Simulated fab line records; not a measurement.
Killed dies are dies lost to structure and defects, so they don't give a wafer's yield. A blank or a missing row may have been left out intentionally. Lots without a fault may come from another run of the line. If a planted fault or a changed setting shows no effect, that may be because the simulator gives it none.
Check for tools in common    flow gf180mcu    Sample size 13 lots and 45 wafers

## REASON IT WAS OPENED
At GF_MVSD_TW_MEAS_11 the reading MVSD_TW is flagged on 2 of 13 lots. Wafers without a fault read 1586, standard deviation 9.6.
Rule: a lot gets a flag if all its wafers with a number sit over 4 standard deviations from that mean, or if no wafer of it has a number. The other lots count as sound.

lot   measured     on             MVSD_TW, wafer by wafer        flag
L165  day 4 09:50  film metro-03  1571 1582 1583                 
L166  day 4 17:37  film metro-01  1576 1577 1583                 
L169  day 5 10:54  film metro-01  1584 1584 1587                 
L172  day 6 09:16  film metro-01  1595 1588 1593                 
L173  day 6 14:15  film metro-01  1591 1603 1600                 
L174  day 6 16:47  film metro-03  1599 1582 1586                 
L176  day 7 02:35  film metro-04  1581 1570 1572                 
L179  day 8 00:14  film metro-01  1569 1570 1567                 
L183  day 8 23:49  film metro-03  1729 1736 1732 1734 1732 1729  FLAGGED
L184  day 9 03:21  film metro-03  1589 1587 1597                 
L185  day 9 08:52  film metro-03  1733 1727 1737 1732 1728 1730  FLAGGED
L186  day 9 13:59  film metro-03  1585 1602 1586                 
L187  day 9 22:01  film metro-01  1567 1570 1578                 
On average the flagged lots' numbers are 1732, which is +146 against the usual, or +15 standard deviations.

## WHICH TOOL RAN EACH LOT
The record holds 1 process step before the reading, out of a route of 602 steps. Cell contents, in order: the tool; ch with the chambers the sampled wafers went through; the start.
lot   flag     GF_MVSD_IMPLANT_08
L165           implanter-01 ch 0, day 4 09:26
L166           implanter-01 ch 0, day 4 17:13
L169           implanter-04 ch 0, day 5 10:28
L172           implanter-04 ch 0, day 6 08:52
L173           implanter-02 ch 0, day 6 13:53
L174           implanter-04 ch 0, day 6 16:26
L176           implanter-01 ch 0, day 7 02:13
L179           implanter-04 ch 0, day 7 23:50
L183  FLAGGED  implanter-04 ch 0, day 8 23:25
L184           implanter-01 ch 0, day 9 02:59
L185  FLAGGED  implanter-04 ch 0, day 9 08:28
L186           implanter-02 ch 0, day 9 13:35
L187           implanter-02 ch 0, day 9 21:38
What is done by these steps:
- GF_MVSD_IMPLANT_08
- GF_MVSD_TW_MEAS_11

## FLAGGED OVER TOTAL, TOOL BY TOOL (the gauges that took the reading come last)
step                tool           lots run  flagged  share of the flagged lots  sound lots run after its first flagged lot
GF_MVSD_IMPLANT_08  implanter-01   4         0        none                       -
GF_MVSD_IMPLANT_08  implanter-02   3         0        none                       -
GF_MVSD_IMPLANT_08  implanter-04   6         2        all                        0
GF_MVSD_TW_MEAS_11  film metro-01  6         0        none                       -
GF_MVSD_TW_MEAS_11  film metro-03  6         2        all                        2 (L184,L186)
GF_MVSD_TW_MEAS_11  film metro-04  1         0        none                       -

## WHAT THE TABLE ALLOWS
implanter-04 at GF_MVSD_IMPLANT_08 and film metro-03 at GF_MVSD_TW_MEAS_11 are the 2 rows of the table that ran each flagged lot.
- implanter-04 at GF_MVSD_IMPLANT_08: 2 of its 6 lots flagged. Last sound lot L179 at day 7 23:50, first flagged lot L183 at day 8 23:25; a fault beginning in between fits. Its own readings lie more than 4 standard deviations out on every wafer of the flagged lots: dose ions cm2, faraday current uA.
- film metro-03 at GF_MVSD_TW_MEAS_11: 2 of its 6 lots flagged. After the first flagged lot (L184, L186), sound lots still ran on it; a lasting fault on the whole tool would not permit that.
What remains is a single tool, implanter-04 at GF_MVSD_IMPLANT_08.

## WHAT THE SIMULATOR HAD PUT IN
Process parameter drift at GF_MVSD_IMPLANT_08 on implanter-04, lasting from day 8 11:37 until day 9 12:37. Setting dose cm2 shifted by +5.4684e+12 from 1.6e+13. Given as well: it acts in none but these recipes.
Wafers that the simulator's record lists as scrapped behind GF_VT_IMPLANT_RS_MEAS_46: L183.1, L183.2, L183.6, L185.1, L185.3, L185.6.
Shown lots that were struck: L183, L185. The rule above found the same.
